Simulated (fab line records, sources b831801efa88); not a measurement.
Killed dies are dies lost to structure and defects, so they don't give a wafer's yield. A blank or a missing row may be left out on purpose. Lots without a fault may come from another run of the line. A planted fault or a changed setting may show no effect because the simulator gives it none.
fab line records | flow sky130
record lots=6 wafers=18 last_day=50
route steps=708 shown RES_XHIGH@339 SD_N@342 SD_P@359 PAD_OPEN@708
lots that met no fault: from a run of the same line without faults
start_h: hours from the record's first day to the start of the lot's first wafer shown | wait_h: hours since the lot's step before | " the same as in the row above | L1.1+2: a row that stands for several wafers | - no value, or no start given | * or withheld: withheld | < > ~ a bound
route shown NAME@n: a module of which the file shows steps, and the number in the route of the first | usual: mean/standard deviation of fault-free wafers | same: alike in all rows | chamber/n: place in a boat | sites: the reading at each site | _std_site: their standard deviation | _edge_site: outer sites' mean less inner sites' | radius_mm: how far each site lies from the wafer's centre | mask NAME#n: copy n | behind: the tool/chamber that last shaped the wafer | hold: why the lot was held/for how many hours/how that ended | device: the transistor (n, p or np) that didn't switch | end of line: the same wafers' tests at the end of the route | a step without rows: its recipe alone | killed: dies lost to structure and defects at the first sort, not the wafer's yield | map: a wafer's dies, x killed, . not, _ none there
set.NAME: the setting as run; set.NAME@STEP: as run at that earlier step | model.NAME: the simulator's own value behind a step, which no gauge read
lots at some steps of the route; a table a step, a row a wafer
services: from which hour (start_h, from the record's first day; less than 0 if before it) a tool's chamber was out of use, for how many hours, and why
## steps
# step SKY_RES_XHIGH_IMPLANT_07
# recipe species=BF2 energy_kev=20 dose_cm2=3.6e+14 tilt_deg=0
# step SKY_RES_XHIGH_STRIP_08
# recipe chemistry=O2/N2 power_w=1400 pressure_mtorr=1500 platen_temp_c=withheld o2_flow_sccm=3000 n2_flow_sccm=300 overash_fraction=0.5
# usual chamber_pressure_mTorr=1500.1/1.4 drypump_motor_current_A=5.6/0.32 o2_flow_sccm=3000/9.8 oes_product_au=0.711/0.0044 strip_time_to_endpoint_s=14.27/0.043
# columns lot.wafer tool chamber start_h wait_h chamber_pressure_mTorr drypump_motor_current_A o2_flow_sccm oes_product_au rf_hours_counter_h strip_time_to_endpoint_s
L855.2 plasma_asher-02 0 612.81 0.1 1498.8 5.8 2993 0.708 79 14.24
L855.3 " 0 " " 1500.1 5.8 2991 0.710 - 14.26
L855.4 " 1 " " 1499.3 5.6 3001 0.715 - 14.25
L862.1 plasma_asher-03 0 671.16 0.1 1500.1 4.8 3009 0.704 99 14.29
L862.3 " 0 " " 1498.9 4.8 3006 0.704 - 14.32
L862.4 " 1 " " 1498.4 5.8 2984 0.715 - 14.27
L865.1 plasma_asher-02 0 698.76 0.1 1498.5 5.9 3010 0.705 87 14.28
L865.2 " 1 " " 1501.2 5.6 3001 0.699 87 14.27
L865.4 " 1 " " 1500.3 5.5 3001 0.709 - 14.31
L871.1 plasma_asher-02 1 780.05 0.1 1498.6 5.5 3006 0.715 96 14.19
L871.2 " 0 " " 1500.8 5.9 2996 0.708 96 14.22
L871.5 " 1 " " 1501.2 5.6 3003 0.712 - 14.22
L875.1 plasma_asher-03 0 786.86 0.1 1501.0 4.8 3002 0.713 5 14.33
L875.3 " 0 " " 1500.7 4.8 2995 0.714 - 14.30
L875.5 " 1 " " 1500.0 5.9 3005 0.711 - 14.29
L878.1 plasma_asher-02 1 801.30 0.1 1502.8 5.5 3003 0.719 98 14.25
L878.3 " 0 " " 1500.0 5.8 2993 0.707 - 14.21
L878.4 " 1 " " 1500.7 5.6 3009 0.719 - 14.23
# step SKY_RES_XHIGH_TW_MEAS_09
# usual RES_XHIGH_TW=1648/15
# columns lot.wafer tool chamber start_h wait_h RES_XHIGH_TW
L855.2 film_metro-03 - 612.92 0.1 1667
L855.3 " - " " 1671
L855.4 " - " " 1673
L862.1 film_metro-04 - 671.26 0.1 1644
L862.3 " - " " 1651
L862.4 " - " " 1649
L865.1 film_metro-03 - 698.86 0.1 1655
L865.2 " - " " 1662
L865.4 " - " " 1659
L871.1 film_metro-04 - 780.15 0.1 1655
L871.2 " - " " 1669
L871.5 " - " " 1650
L875.1 film_metro-03 - 786.96 0.1 1657
L875.3 " - " " 1661
L875.5 " - " " 1661
L878.1 film_metro-01 - 801.40 0.1 1619
L878.3 " - " " 1621
L878.4 " - " " 1624
# step SKY_SD_N_DEHYDRATE_00
# recipe temp_c=200 time_s=60
# step SKY_SD_N_HMDS_01
# recipe prime_time_s=60 prime_temp_c=120
# step SKY_SD_N_COAT_02
# recipe resist=NOVOLAK spin_rpm=3000 resist_thk_nm=1140
# step SKY_SD_N_SOFTBAKE_03
# recipe temp_c=90 time_s=60 resist=NOVOLAK
# step SKY_SD_N_EXPOSE_04
# recipe mask_id=NSDM na=0.6 source_shape=conventional sigma_outer=0.6 polarization=unpolarized target_cd_nm=380 dose_mj=141
# step SKY_SD_N_PEB_05
# recipe temp_c=withheld time_s=* resist=NOVOLAK
# step SKY_SD_N_DEVELOP_06
# recipe resist=NOVOLAK developer=TMAH develop_time_s=60 dev_temp_c=23
# step SKY_SD_N_CD_MEAS_07
# recipe target_cd_nm=380
# usual cd_nm=379.9/2.3
# columns lot.wafer tool chamber start_h wait_h cd_nm
L855.2 cd_sem-02 - 641.92 0.1 384.2
L855.3 " - " " 382.6
L855.4 " - " " 382.3
L862.1 cd_sem-01 - 699.06 0.1 378.1
L862.3 " - " " 379.8
L862.4 " - " " 379.6
L865.1 cd_sem-01 - 726.11 0.1 384.3
L865.2 " - " " 384.7
L865.4 " - " " 383.1
L871.1 cd_sem-02 - 805.70 0.1 380.5
L871.2 " - " " 378.5
L871.5 " - " " 379.0
L875.1 cd_sem-01 - 812.76 0.1 381.9
L875.3 " - " " 382.2
L875.5 " - " " 381.3
L878.1 cd_sem-02 - 827.56 0.1 382.7
L878.3 " - " " 379.6
L878.4 " - " " 381.1
# step SKY_SD_N_OVL_MEAS_08
# usual SD_N_OVL=-0.7/1.5
# columns lot.wafer tool chamber start_h wait_h SD_N_OVL[nm]
L855.2 overlay-02 - 642.03 0.1 -2.6
L855.3 " - " " -2.7
L855.4 " - " " -0.6
L862.1 overlay-01 - 699.18 0.1 -0.6
L862.3 " - " " -0.8
L862.4 " - " " 2.0
L865.1 overlay-01 - 726.23 0.1 0.3
L865.2 " - " " 3.5
L865.4 " - " " 0.8
L871.1 overlay-01 - 805.82 0.1 -0.1
L871.2 " - " " -0.4
L871.5 " - " " 2.5
L875.1 overlay-02 - 812.88 0.1 -0.5
L875.3 " - " " -0.5
L875.5 " - " " -0.1
L878.1 overlay-01 - 827.68 0.1 0.1
L878.3 " - " " -1.4
L878.4 " - " " -0.8
# step SKY_SD_N_IMPLANT_09
# recipe species=As energy_kev=50 dose_cm2=4e+15 tilt_deg=0
# usual beam_on_s=16.2/2 dose_ions_cm2=4e+15/4.8e+12
# columns lot.wafer tool chamber start_h wait_h beam_on_s dose_ions_cm2
L855.2 implanter-01 0 642.08 0.0 19.7 4.003e+15
L855.3 " 0 " " 19.0 4e+15
L855.4 " 0 " " 19.2 3.997e+15
L862.1 implanter-03 0 699.22 0.0 25.2 6.727e+15
L862.3 " 0 " " 24.7 6.723e+15
L862.4 " 0 " " 24.0 6.723e+15
L865.1 implanter-03 0 726.27 0.0 24.6 6.724e+15
L865.2 " 0 " " 24.4 6.722e+15
L865.4 " 0 " " 24.7 6.724e+15
L871.1 implanter-01 0 805.86 0.0 18.9 4.001e+15
L871.2 " 0 " " 18.6 4.001e+15
L871.5 " 0 " " 18.7 3.995e+15
L875.1 implanter-03 0 812.92 0.0 14.8 4.009e+15
L875.3 " 0 " " 14.5 4e+15
L875.5 " 0 " " 14.3 4e+15
L878.1 implanter-03 0 827.72 0.0 14.6 3.995e+15
L878.3 " 0 " " 14.7 3.999e+15
L878.4 " 0 " " 14.2 3.991e+15
# step SKY_SD_N_IMPLANT_10
# recipe species=P energy_kev=20 dose_cm2=1e+14 tilt_deg=0
# step SKY_SD_N_STRIP_11
# recipe chemistry=O2/N2 power_w=1400 pressure_mtorr=1500 platen_temp_c=withheld o2_flow_sccm=3000 n2_flow_sccm=300 overash_fraction=0.5
# usual chamber_pressure_mTorr=1500.1/1.4 drypump_motor_current_A=5.54/0.19 o2_flow_sccm=3001/9 oes_product_au=0.528/0.0046 strip_time_to_endpoint_s=22.56/0.042
# columns lot.wafer tool chamber start_h wait_h chamber_pressure_mTorr drypump_motor_current_A o2_flow_sccm oes_product_au rf_hours_counter_h strip_time_to_endpoint_s
L855.2 plasma_asher-04 0 642.36 0.1 1501.0 5.59 3007 0.533 53 22.53
L855.3 " 0 " " 1498.2 5.58 3001 0.533 - 22.56
L855.4 " 1 " " 1501.5 5.44 2991 0.523 - 22.56
L862.1 plasma_asher-04 1 699.52 0.1 1499.9 5.41 2990 0.513 58 23.73
L862.3 " 0 " " 1499.4 5.60 3002 0.519 - 23.67
L862.4 " 1 " " 1499.1 5.44 2995 0.517 - 23.68
L865.1 plasma_asher-02 0 726.57 0.1 1498.4 5.84 3002 0.514 90 23.68
L865.2 " 1 " " 1498.1 5.56 3011 0.517 90 23.67
L865.4 " 1 " " 1502.8 5.54 3024 0.518 - 23.65
L871.1 plasma_asher-04 1 806.16 0.1 1501.3 5.41 3012 0.531 68 22.59
L871.2 " 0 " " 1499.0 5.56 3021 0.526 68 22.61
L871.5 " 0 " " 1498.7 5.56 3006 0.520 - 22.63
L875.1 plasma_asher-04 0 813.22 0.1 1499.1 5.64 3009 0.527 69 22.57
L875.3 " 0 " " 1500.3 5.61 2997 0.519 - 22.51
L875.5 " 1 " " 1500.7 5.43 3001 0.525 - 22.51
L878.1 plasma_asher-02 0 828.02 0.1 1497.8 5.81 3012 0.529 101 22.59
L878.3 " 0 " " 1498.8 5.81 2997 0.529 - 22.59
L878.4 " 1 " " 1500.4 5.56 3000 0.531 - 22.62
# step SKY_SD_N_TW_MEAS_12
# usual SD_N_TW=3985/37
# columns lot.wafer tool chamber start_h wait_h SD_N_TW
L855.2 film_metro-03 - 642.47 0.1 4046
L855.3 " - " " 4036
L855.4 " - " " 4027
L862.1 film_metro-01 - 699.62 0.1 4024
L862.3 " - " " 4024
L862.4 " - " " 4028
L865.1 film_metro-01 - 726.67 0.1 4029
L865.2 " - " " 4040
L865.4 " - " " 4023
L871.1 film_metro-01 - 806.26 0.1 3952
L871.2 " - " " 3991
L871.5 " - " " 3949
L875.1 film_metro-03 - 813.32 0.1 4026
L875.3 " - " " 4017
L875.5 " - " " 4004
L878.1 film_metro-03 - 828.12 0.1 3987
L878.3 " - " " 3980
L878.4 " - " " 3974
# step SKY_SD_N_CLEAN_13
# recipe chemistry=SC1/SC2 mix=1:4:20 temp_c=70 time_s=150 dry=n2_spin
# step SKY_SD_N_RTA_14
# recipe temp_c=1075 time_s=2 idle_temp_c=650 ramp_up_c_per_s=150 ramp_down_c_per_s=90 ambient=N2
# usual lamp_power_pct=15.73/0.059 wafer_temp_C_max=1078.2/1.4
# columns lot.wafer tool chamber start_h wait_h lamp_power_pct wafer_temp_C_max
L855.2 rtp_anneal-02 0 642.58 0.0 15.68 1076.1
L855.3 " 0 " " 15.80 1078.2
L855.4 " 0 " " 15.70 1075.3
L862.1 rtp_anneal-01 0 699.73 0.0 15.77 1078.0
L862.3 " 0 " " 15.79 1077.3
L862.4 " 0 " " 15.70 1079.1
L865.1 rtp_anneal-02 0 726.78 0.0 15.70 1076.6
L865.2 " 0 " " 15.77 1077.2
L865.4 " 0 " " 15.67 1077.8
L871.1 rtp_anneal-02 0 806.37 0.0 15.70 1078.3
L871.2 " 0 " " 15.83 1077.6
L871.5 " 0 " " 15.82 1078.3
L875.1 rtp_anneal-01 0 813.43 0.0 15.68 1078.8
L875.3 " 0 " " 15.55 1075.5
L875.5 " 0 " " 15.72 1077.3
L878.1 rtp_anneal-01 0 828.23 0.0 15.76 1078.3
L878.3 " 0 " " 15.73 1076.4
L878.4 " 0 " " 15.77 1079.5
# step SKY_SD_N_RS_MEAS_16
# recipe thk_meas_gauge=four-point-probe
# usual SD_N_RS=68.53/0.15
# columns lot.wafer tool chamber start_h wait_h SD_N_RS[ohm/sq]
L855.2 film_metro-01 - 642.76 0.1 68.53
L855.3 " - " " 68.47
L855.4 " - " " 68.47
L862.1 film_metro-01 - 699.90 0.1 64.88
L862.3 " - " " 64.91
L862.4 " - " " 65.01
L865.1 film_metro-03 - 726.96 0.1 64.54
L865.2 " - " " 64.65
L865.4 " - " " 64.62
L871.1 film_metro-04 - 806.54 0.1 68.57
L871.2 " - " " 68.64
L871.5 " - " " 68.73
L875.1 film_metro-01 - 813.60 0.1 68.64
L875.3 " - " " 68.56
L875.5 " - " " 68.64
L878.1 film_metro-04 - 828.40 0.1 68.63
L878.3 " - " " 68.69
L878.4 " - " " 68.67
# step SKY_SD_N_RS_MEAS_17
# recipe thk_meas_gauge=four-point-probe
# usual SD_P_RS=147.1/0.43
# columns lot.wafer tool chamber start_h wait_h SD_P_RS[ohm/sq]
L855.2 film_metro-01 - 642.88 0.1 147.3
L855.3 " - " " 146.9
L855.4 " - " " 146.9
L862.1 film_metro-01 - 700.02 0.1 147.6
L862.3 " - " " 147.6
L862.4 " - " " 147.9
L865.1 film_metro-03 - 727.08 0.1 146.8
L865.2 " - " " 147.1
L865.4 " - " " 147.0
L871.1 film_metro-04 - 806.66 0.1 146.9
L871.2 " - " " 147.0
L871.5 " - " " 147.0
L875.1 film_metro-01 - 813.72 0.1 147.2
L875.3 " - " " 147.2
L875.5 " - " " 147.2
L878.1 film_metro-04 - 828.52 0.1 146.9
L878.3 " - " " 148.1
L878.4 " - " " 147.3
# step SKY_PAD_OPEN_PROBE_99
# usual killed_at_M0_to_M3=42/6.3 killed_at_M4_up=3.2/1.9 killed_at_contacts=24/5.8 killed_at_front_end=15/4.3 killed_at_other=0.2/0.62 killed_dies=85/9.3 killed_open=46/6.8 killed_short=38/6.1
# same gross_dies=492 killed_at_back_side=0
# columns lot.wafer tool chamber start_h wait_h killed_at_M0_to_M3 killed_at_M4_up killed_at_contacts killed_at_front_end killed_at_other killed_dies killed_open killed_short model.etest.res_ndiff.line_ohm_um model.etest.nfet_g5v0d10v5.r_on_ohm_um model.etest.sonos_uncharged.r_on_ohm_um model.etest.licon_ndiff.rc_ohm model.etest.res_ndiff_hv.rs_ohm_sq model.etest.res_ndiff.rs_ohm_sq model.etest.nfet_g5v0d10v5.off_log10_a_um model.etest.nfet_01v8_lvt.vt_sat_v
L855.2 prober-02 - 1064.32 0.1 34 4 17 15 0 70 38 32 749.2 1876 790.3 185.5 112.9 118.5 -13.8 0.5398
L855.3 prober-02 - 1064.37 0.2 56 0 26 12 0 94 61 33 739.9 1866 789 180.3 113.1 118.2 -13.89 0.5349
L855.4 prober-02 - 1064.42 0.2 40 4 33 11 0 88 48 40 758.6 1880 790.9 175.9 113.1 119.9 -13.91 0.5346
L862.1 prober-01 - 1108.47 0.1 35 3 22 13 0 73 42 31 673.8 1859 788.4 165.2 101.6 107.7 -13.78 0.531
L862.3 prober-01 - 1108.57 0.2 51 1 30 20 1 103 51 51 691.7 1843 764.4 158.5 101.5 107.3 -13.74 0.5126
L862.4 prober-01 - 1108.62 0.2 50 2 33 22 0 107 63 44 673.2 1851 777.3 159.2 101.4 107.7 -13.7 0.5284
L865.1 prober-02 - 1127.24 0.1 35 3 23 24 0 85 39 46 678.7 1849 771 160.5 99.76 106.1 -13.85 0.531
L865.2 prober-02 - 1127.29 0.1 40 5 20 19 1 85 52 33 686.9 1855 784 162.6 99.55 106.3 -13.72 0.5291
L865.4 prober-02 - 1127.39 0.2 31 0 18 17 1 67 37 30 657.8 1847 759 157.3 99.88 106.1 -13.62 0.5175
L871.1 prober-02 - 1178.70 0.1 45 2 15 7 0 69 35 33 746 1839 804.5 183.4 111.4 117.2 -13.67 0.5295
L871.2 prober-02 - 1178.75 0.1 51 6 26 18 0 101 56 44 740 1871 807.8 172.8 112.1 117.7 -13.83 0.5392
L871.5 prober-02 - 1178.90 0.2 51 0 27 17 0 95 56 39 741.1 1859 794.9 183.7 111.2 117.1 -13.86 0.534
L875.1 prober-02 - 1185.08 0.1 43 1 31 17 4 96 59 35 761.2 1886 810 187.3 114 120.3 -13.82 0.5351
L875.3 prober-02 - 1185.18 0.2 47 2 17 15 1 82 38 44 771 1902 813.3 185.8 114.3 119.9 -13.95 0.5403
L875.5 prober-02 - 1185.28 0.2 41 2 23 15 0 81 46 35 757 1908 808.5 189 115.1 120.3 -13.96 0.5367
L878.1 prober-01 - 1193.52 0.1 49 3 21 27 1 101 56 43 777.2 1896 824.2 191.7 115.6 121.2 -13.88 0.5406
L878.3 prober-01 - 1193.62 0.2 42 3 36 13 0 94 55 37 788.4 1895 809.8 185.6 116.6 122.3 -13.77 0.5301
L878.4 prober-01 - 1193.67 0.2 31 3 20 17 0 71 35 36 777.1 1907 811.2 190.3 116.1 122.9 -13.86 0.5436
# killed by level:class
L855.2 VIA1:geometric_particle:open=8 FIELD_ISO:geometric_particle:open=7 METAL2:geometric_particle:short=6 LI_CONTACT:geometric_particle:open=5 CONTACT:geometric_particle:open=5 VIA3:geometric_particle:open=4 FIELD_ISO:geometric_particle:short=3 CONTACT:geometric_particle:short=3
L855.3 VIA1:geometric_particle:open=17 VIA2:geometric_particle:open=13 LI_CONTACT:geometric_particle:open=10 VIA3:geometric_particle:open=8 LI_CONTACT:geometric_particle:short=5 METAL1:geometric_particle:short=5 POLY_GATE:geometric_particle:short=4 CONTACT:geometric_particle:open=4
L855.4 CONTACT:geometric_particle:open=13 VIA1:geometric_particle:open=11 LI_CONTACT:geometric_particle:open=9 VIA3:geometric_particle:open=8 FIELD_ISO:geometric_particle:short=6 LOCAL_INTERCONNECT:geometric_particle:short=6 VIA2:geometric_particle:open=5 POLY_GATE:geometric_particle:short=4
L862.1 CONTACT:geometric_particle:open=10 VIA1:geometric_particle:open=9 VIA2:geometric_particle:open=6 LI_CONTACT:geometric_particle:open=5 FIELD_ISO:geometric_particle:open=4 METAL1:geometric_particle:short=4 VIA1:geometric_particle:short=4 VIA3:geometric_particle:open=4
L862.3 CONTACT:geometric_particle:open=10 CONTACT:geometric_particle:short=10 VIA1:geometric_particle:open=8 POLY_GATE:geometric_particle:short=7 LI_CONTACT:geometric_particle:open=7 METAL1:geometric_particle:short=7 VIA1:geometric_particle:short=7 VIA2:geometric_particle:open=6
L862.4 CONTACT:geometric_particle:open=14 LI_CONTACT:geometric_particle:open=11 VIA1:geometric_particle:open=10 POLY_GATE:geometric_particle:open=6 VIA2:geometric_particle:short=6 VIA2:geometric_particle:open=6 VIA3:geometric_particle:short=6 METAL1:geometric_particle:short=5
L865.1 FIELD_ISO:geometric_particle:open=9 METAL2:geometric_particle:short=8 VIA1:geometric_particle:open=8 CONTACT:geometric_particle:short=7 CONTACT:geometric_particle:open=7 LOCAL_INTERCONNECT:geometric_particle:short=6 VIA2:geometric_particle:short=5 FIELD_ISO:geometric_particle:short=4
L865.2 CONTACT:geometric_particle:open=9 VIA1:geometric_particle:open=8 FIELD_ISO:geometric_particle:open=7 METAL1:geometric_particle:short=7 VIA3:geometric_particle:open=7 LI_CONTACT:geometric_particle:open=6 FIELD_ISO:geometric_particle:short=5 METAL1:geometric_particle:open=4
L865.4 FIELD_ISO:geometric_particle:open=6 VIA3:geometric_particle:open=6 VIA2:geometric_particle:open=5 LI_CONTACT:geometric_particle:open=5 LOCAL_INTERCONNECT:geometric_particle:short=5 CONTACT:geometric_particle:open=5 FIELD_ISO:geometric_particle:short=4 VIA2:geometric_particle:short=4
L871.1 VIA3:geometric_particle:open=10 METAL1:geometric_particle:short=7 VIA1:geometric_particle:short=6 CONTACT:geometric_particle:open=6 VIA1:geometric_particle:open=5 VIA2:geometric_particle:open=5 METAL3:geometric_particle:short=5 LI_CONTACT:geometric_particle:open=4
L871.2 VIA3:geometric_particle:open=11 CONTACT:geometric_particle:open=10 METAL1:geometric_particle:short=8 VIA1:geometric_particle:open=8 FIELD_ISO:geometric_particle:open=6 CONTACT:geometric_particle:short=5 VIA2:geometric_particle:open=5 LI_CONTACT:geometric_particle:open=4
L871.5 LI_CONTACT:geometric_particle:open=11 VIA1:geometric_particle:open=9 VIA3:geometric_particle:open=7 POLY_GATE:geometric_particle:open=6 LOCAL_INTERCONNECT:geometric_particle:short=6 METAL2:geometric_particle:short=5 CONTACT:geometric_particle:open=5 METAL1:geometric_particle:open=5
L875.1 CONTACT:geometric_particle:open=12 VIA1:geometric_particle:open=11 LI_CONTACT:geometric_particle:open=9 METAL2:geometric_particle:short=7 VIA3:geometric_particle:open=6 VIA2:geometric_particle:open=4 FIELD_ISO:geometric_particle:short=3 FIELD_ISO:geometric_particle:open=3
L875.3 METAL1:geometric_particle:short=10 VIA1:geometric_particle:open=8 VIA1:geometric_particle:short=7 METAL2:geometric_particle:short=7 SPACER:geometric_particle:open=6 LI_CONTACT:geometric_particle:open=5 CONTACT:geometric_particle:short=4 CONTACT:geometric_particle:open=4
L875.5 VIA2:geometric_particle:open=12 CONTACT:geometric_particle:open=8 LI_CONTACT:geometric_particle:open=7 METAL2:geometric_particle:short=7 VIA1:geometric_particle:open=6 FIELD_ISO:geometric_particle:short=5 METAL1:geometric_particle:short=5 LOCAL_INTERCONNECT:geometric_particle:short=4
L878.1 VIA1:geometric_particle:open=12 CONTACT:geometric_particle:open=11 FIELD_ISO:geometric_particle:open=7 METAL1:geometric_particle:short=7 FIELD_ISO:geometric_particle:short=5 SPACER:geometric_particle:open=5 VIA1:geometric_particle:short=5 METAL2:geometric_particle:short=5
L878.3 VIA1:geometric_particle:open=12 CONTACT:geometric_particle:open=9 LI_CONTACT:geometric_particle:open=8 LOCAL_INTERCONNECT:geometric_particle:short=7 POLY_GATE:geometric_particle:open=6 CONTACT:geometric_particle:short=6 METAL2:geometric_particle:short=6 VIA3:geometric_particle:open=6
L878.4 METAL1:geometric_particle:short=7 LI_CONTACT:geometric_particle:open=6 VIA2:geometric_particle:open=6 POLY_GATE:geometric_particle:short=5 POLY_GATE:geometric_particle:open=5 METAL2:geometric_particle:short=4 LOCAL_INTERCONNECT:geometric_particle:short=4 VIA1:geometric_particle:short=4
## services
# columns tool chamber start_h hours kind
plasma_asher-02 - 624.75 4.5 repair
implanter-03 - 633.38 1.4 repair
implanter-03 - 676.75 6.0 repair
implanter-01 - 681.66 0.6 repair
implanter-03 - 702.09 1.7 repair
implanter-03 - 707.23 3.7 pm
implanter-03 - 716.81 4.4 pm
plasma_asher-04 - 717.00 14.6 pm
plasma_asher-03 - 725.31 4.1 repair
plasma_asher-03 - 733.75 9.0 pm
plasma_asher-03 0 733.75 9.0 vent_cycle
plasma_asher-03 1 733.75 9.0 vent_cycle
plasma_asher-03 0 742.75 - clean
plasma_asher-03 1 742.75 - clean
implanter-01 - 779.09 5.5 pm
plasma_asher-03 - 783.23 1.3 repair
implanter-03 - 798.71 4.1 repair
## key
first_sign step=SKY_SD_N_IMPLANT_09 reading=dose_ions_cm2 direction=up sigmas=99+ usual=* struck=*
effect step=SKY_SD_N_IMPLANT_09 reading=beam_on_s direction=up sigmas=4.2 usual=16.2 struck=24.6
effect step=SKY_SD_N_STRIP_11 reading=strip_time_to_endpoint_s direction=up sigmas=27 usual=* struck=*
effect step=SKY_SD_N_RS_MEAS_16 reading=SD_N_RS direction=down sigmas=25 usual=68.53 struck=64.77
model_effect step=SKY_PAD_OPEN_PROBE_99 value=etest.res_ndiff.line_ohm_um without=759.7 struck=677
met_at SKY_SD_N_IMPLANT_09
struck_wafers L862.1,L862.3,L862.4,L865.1,L865.2,L865.4
tester_left_out L862,L865
loop_trim step=SKY_POLY_GATE_EXPOSE_10 setting=dose lots=L865
fault kind=process_parameter_drift tool=implanter-03 chamber=- onset_h=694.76 steps=SKY_SD_N_IMPLANT_09 channel=dose_cm2 offset=* shape=step end_h=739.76 acts_in=* stated=*
# tester_left_out: of these lots the tester's yield and bins aren't shown, on N5 and GAA mostly nor the transistor test; their killed dies are dies lost to structure and defects alone, not to doping, threshold or leakage, so they don't give the yield
# loop_trim: a control loop set the setting to another value than it would have without faults
